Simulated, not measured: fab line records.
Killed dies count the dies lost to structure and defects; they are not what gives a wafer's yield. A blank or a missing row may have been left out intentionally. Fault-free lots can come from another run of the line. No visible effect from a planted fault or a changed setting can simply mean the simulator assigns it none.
Chamber matching | flow gf180mcu | pecvd-02 running GF_V2_CVD_02: 3 sister chambers
The step deposits SiO2 from TEOS, target thk 850 nm, time 94.851 s. 14 wafers are shown with their chamber, then 7 later ones without.

## WAFERS PAIRED WITH THEIR CHAMBERS
wafer  | chamber | heater-power-w (W)
L210.2 | 0       | 567
L210.3 | 1       | 560
L210.5 | 0       | 453
L215.2 | 1       | 661
L215.3 | 2       | 594
L215.6 | 2       | 616
L216.3 | 0       | 557
L216.5 | 0       | 446
L216.6 | 2       | 626
L219.2 | 0       | 508
L219.4 | 1       | 547
L219.5 | 0       | 542
L224.2 | 2       | 558
L224.3 | 1       | 664

SIGNATURES (means of the wafers above)
reading        | chamber 0 | chamber 1 | chamber 2 | scatter within a chamber
heater-power-w | 512.17    | 608.00    | 598.50    | 50.9
Rule: for each reading, subtract the chamber's mean from the wafer's reading, divide by that reading's scatter and square the result; add these up over the readings and take the root, which gives the wafer's distance from the chamber. If the next closest chamber is less than 2 further off than the closest, the wafer can't be placed; otherwise it belongs to the closest. The scatter: take each reading less its chamber's mean, square it, sum over the shown wafers, divide by the number of wafers less the number of chambers, and take the root.

## WAFERS WHOSE CHAMBER IS MISSING
wafer  | heater-power-w (W)
L224.6 | 547
L226.2 | 481
L226.3 | 649
L226.4 | 606
L230.2 | 676
L230.5 | 686
L230.6 | 443

## WHICH CHAMBER EACH ONE RAN IN
wafer  | from the rows above          | in truth
L224.6 | can't be placed: 0 or 2 or 1 | 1
L226.2 | can't be placed: 0 or 2 or 1 | 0
L226.3 | can't be placed: 1 or 2 or 0 | 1
L226.4 | can't be placed: 1 or 2 or 0 | 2
L230.2 | can't be placed: 1 or 2 or 0 | 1
L230.5 | can't be placed: 1 or 2 or 0 | 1
L230.6 | can't be placed: 0 or 2 or 1 | 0
Placed correctly: 0 of 7. These rows do not allow placing 7 (true chamber among the candidates in 7). Wrongly placed: 0.
